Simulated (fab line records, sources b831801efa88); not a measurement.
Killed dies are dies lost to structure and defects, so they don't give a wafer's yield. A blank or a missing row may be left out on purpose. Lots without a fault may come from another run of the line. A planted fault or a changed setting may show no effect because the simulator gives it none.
A struck lot beside a sound one | flow sky130 | 36 steps out of a route of 708
Sound: wafers L868.1, L868.2, L868.5. Struck: wafers L861.1, L861.3, L861.5. The cause comes at the end.
At each step with rows: each side's tool, then ch and its chambers, then its first start. Under that, the readings that differ: sound wafers | struck wafers | difference of the means | sigmas: that difference in standard deviations of wafers without a fault.
alike: readings whose means differ by less than 2 such deviations, and words and numbers that are the same on both sides. not compared: withheld readings, readings that some wafer has no value for, bounds like >300 that may hide the same value, and numbers for which the record gives no deviation and whose values overlap.
The two part at a step that has a row with sigmas, a row that says differs or no value, or rows on one side only. Numbers that don't overlap but have no deviation are shown without sigmas and don't part them. A reading that every wafer of one side lacks parts them only if that side has two wafers or more.

first, 10 steps without rows for these wafers: SKY_POLY_CUT_ETCH_10 (etches BARC in N2/H2, stops on SiO2, time 45.9 s, target depth 60 nm); SKY_POLY_CUT_ETCH_11 (etches Si3N4 in CF4/CH2F2/Ar, stops on poly-Si, time 42.5 s, target depth 60 nm); SKY_POLY_CUT_STRIP_12 (strips in O2/N2); SKY_SD_P_DEHYDRATE_00 (time 60 s); SKY_SD_P_HMDS_01 (prime time 60 s); SKY_SD_P_COAT_02 (resist thk 1140 nm); SKY_SD_P_SOFTBAKE_03 (time 60 s); SKY_SD_P_EXPOSE_04 (exposes mask PSDM, target cd 380 nm); SKY_SD_P_PEB_05; SKY_SD_P_DEVELOP_06 (develop time 62.08 s).
SKY_SD_P_IMPLANT_09:
  sound on implanter-04 ch 0, day 33 02:29; struck on implanter-03 ch 0, day 30 17:38
  reading            | sound               | struck            | difference | sigmas
  tilt_deg (degrees) | 0.011 -0.043 -0.033 | 4.576 4.602 4.577 | +4.607     | +99 or more
  alike: beam_energy_keV
then, 1 step without rows for these wafers: SKY_SD_P_STRIP_10 (strips in O2/N2).
SKY_SD_P_TW_MEAS_11:
  sound on film_metro-02, day 33 02:44; struck on film_metro-03, day 30 17:53
  reading | sound          | struck         | difference | sigmas
  SD_P_TW | 2762 2767 2766 | 2999 2996 3009 | +236       | +7
then, 21 steps without rows for these wafers: SKY_RES_XHIGH_DEHYDRATE_00 (time 60 s); SKY_RES_XHIGH_HMDS_01 (prime time 60 s); SKY_RES_XHIGH_COAT_02 (resist thk 1140 nm); SKY_RES_XHIGH_SOFTBAKE_03 (time 60 s); SKY_RES_XHIGH_EXPOSE_04 (exposes mask URPM, target cd 1270 nm); SKY_RES_XHIGH_PEB_05; SKY_RES_XHIGH_DEVELOP_06 (develop time 60 s); SKY_RES_XHIGH_IMPLANT_07; SKY_RES_XHIGH_STRIP_08 (strips in O2/N2); SKY_SD_N_DEHYDRATE_00 (time 60 s); SKY_SD_N_HMDS_01 (prime time 60 s); SKY_SD_N_COAT_02 (resist thk 1140 nm); SKY_SD_N_SOFTBAKE_03 (time 60 s); SKY_SD_N_EXPOSE_04 (exposes mask NSDM, target cd 380 nm); SKY_SD_N_PEB_05; SKY_SD_N_DEVELOP_06 (develop time 60 s); SKY_SD_N_IMPLANT_09; SKY_SD_N_IMPLANT_10; SKY_SD_N_STRIP_11 (strips in O2/N2); SKY_SD_N_CLEAN_13 (cleans in SC1/SC2, time 150 s); SKY_SD_N_RTA_14 (time 2 s).
-- the record jumps here: 2 days lie between the struck wafers' starts before and after --
SKY_SD_N_RS_MEAS_17: measures by four-point-probe.
  sound on film_metro-04, day 35 08:27; struck on film_metro-04, day 33 00:24
  reading          | sound             | struck            | difference | sigmas
  SD_P_RS (ohm/sq) | 146.2 146.5 146.2 | 140.0 140.3 139.9 | -6.2       | -17
-- the record jumps here: 16 days lie between the struck wafers' starts before and after (it left off in module SD_N and takes up again in module PAD_OPEN, whose first step shown is number 708 of the route) --
SKY_PAD_OPEN_PROBE_99:
  the record has rows for the struck wafers here (prober-02, day 49 11:07) and none for the sound ones

WHERE THEY PART
First at SKY_SD_P_IMPLANT_09; last, within this record, at SKY_PAD_OPEN_PROBE_99.

WHY: what the simulator had put in
Process parameter drift: implanter-03, from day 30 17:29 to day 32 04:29, at SKY_SD_P_IMPLANT_09. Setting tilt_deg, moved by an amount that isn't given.
